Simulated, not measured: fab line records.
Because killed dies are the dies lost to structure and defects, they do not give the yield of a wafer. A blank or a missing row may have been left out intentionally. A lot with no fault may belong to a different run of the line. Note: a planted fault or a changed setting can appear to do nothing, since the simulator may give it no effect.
Split-lot study	flow sky130	route with 708 steps; 5 lots, 23 wafers read

THE SPLIT
At SKY_VIA3_CMP_02 (polishes SiO2), the setting leave-above-ref-nm was moved away from the recipe's 465 nm on 4 of the 23 wafers read, by -4.7% to +2.0%. The other wafers ran this setting at the recipe's value.

FROM THE SPLIT TO THE READING: what the file shows between them, 4 steps
- SKY_VIA3_SOFTBAKE_08: time 90 s (also split here: temp-c)
- SKY_VIA3_EXPOSE_09: exposes mask VIM3, target cd 200 nm
- SKY_VIA3_PEB_10
- SKY_VIA3_ETCH_14: etches BARC in N2/H2, stops on SiO2, time 45.9 s, target depth 60 nm

THE READING
VIA3.feature-depth-nm (the simulator's own value, which no gauge read), in nm, at SKY_VIA3_ETCH_15 (etches SiO2 in C4F8/O2/Ar, stops on TiN, target depth 507 nm, time 78 s). No usual value for it is given in the file. The 19 wafers here that ran the recipe average 465.6 nm, standard deviation 1.2 nm.

wafer	tool, chamber at the split	leave-above-ref-nm as run, nm	against the recipe	VIA3.feature-depth-nm, nm	against lot-mates on the recipe
L074.1	cmp-01, 3,1	465	recipe	465.4	-
L074.2	cmp-01, 2	443.2	-4.7%	443.5	-21.8
L074.3	cmp-01, 0	465	recipe	465.3	-
L074.4	cmp-01, 3,1	465	recipe	465.3	-
L074.6	cmp-01, 3	443.2	-4.7%	442.8	-22.5
L076.2	cmp-02, 3,3,0	465	recipe	466	-
L076.3	cmp-02, 1	465	recipe	467.2	-
L076.4	cmp-02, 0	465	recipe	466.6	-
L076.5	cmp-02, 3,3,0	465	recipe	466.3	-
L076.6	cmp-02, 3,3,0	465	recipe	465.9	-
L078.1	cmp-02, 2	465	recipe	462.6	-
L078.2	cmp-02, 3	465	recipe	465.2	-
L078.3	cmp-02, 0,1	465	recipe	466.6	-
L078.4	cmp-02, 0,1	465	recipe	466.6	-
L078.6	cmp-02, 0	465	recipe	466	-
L080.2	cmp-02, 3	465	recipe	465.9	-
L080.4	cmp-02, 1	465	recipe	466.7	-
L080.6	cmp-02, 1	465	recipe	467.2	-
L084.1	cmp-01, 3	465	recipe	463.4	-
L084.2	cmp-01, 0	465	recipe	464.8	-
L084.3	cmp-01, 1	474.5	+2.0%	474.1	+10.1
L084.6	cmp-01, 1	474.5	+2.0%	474.1	+10.1
L084.4	cmp-01, 2	465	recipe	463.7	-
Where a row lists several chambers, the file gives one row for several wafers and doesn't say which wafer went through which chamber.

FIT RESULTS
A straight line over all 23 wafers: VIA3.feature-depth-nm changes by +4.68 nm for each +1% of leave-above-ref-nm; r = +0.99; the points scatter about the line by 1.2 nm.
The same after taking each lot's own level away (the mean of its wafers on the recipe; 23 wafers): +4.77 nm for each +1%; r = +0.99; scatter 0.84 nm.
Per that fit: largest leave-above-ref-nm move, reading shift of 22 nm.
Across the lots, their own levels run from 463.97 to 466.60 nm, a range of 2.1 times the standard deviation given above.
The two slopes agree, so the slope changes little with the lot-to-lot level.
Check: with one of the wafers moved furthest among these (-4.7%) left out of the fit, the line predicts -22.7 nm for it against its lot-mates. It came out at -21.8 nm against them.

THESE WAFERS: OTHER SPLITS
These wafers also went through other splits before the reading. Each is held against what the fit with the lots' levels taken away leaves over:
other split on the same wafers	wafers away from the commonest value	r with VIA3.feature-depth-nm (lot level and that fit taken away)
SKY_CAPM_SPUTTER_02 power-w	11	-0.06
SKY_METAL3_EXPOSE_10 dose-mj	9	-0.12
SKY_METAL3_ETCH_16 bias-w	11	-0.15
SKY_VIA3_SOFTBAKE_08 temp-c	11	+0.10

THE WHOLE CHAIN: every reading that the file lists as answering this split, in the file's order
step	what it does	reading	change (the file's fit)	r (the file's)
SKY_VIA3_CMP_02	polishes SiO2	SiO2_of_VIA3_HDPCVD_00.thk-nm (the simulator's own value, which no gauge read)	+4.79 nm for each +1% of the setting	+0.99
SKY_VIA3_ETCH_15	etches SiO2 in C4F8/O2/Ar, stops on TiN, target depth 507 nm, time 78 s	VIA3.feature-depth-nm (the simulator's own value, which no gauge read)	+4.77 nm for each +1% of the setting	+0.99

THE FILE'S OWN FIT
VIA3.feature-depth-nm changes by +4.77 nm for each +1% of leave-above-ref-nm, r = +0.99.
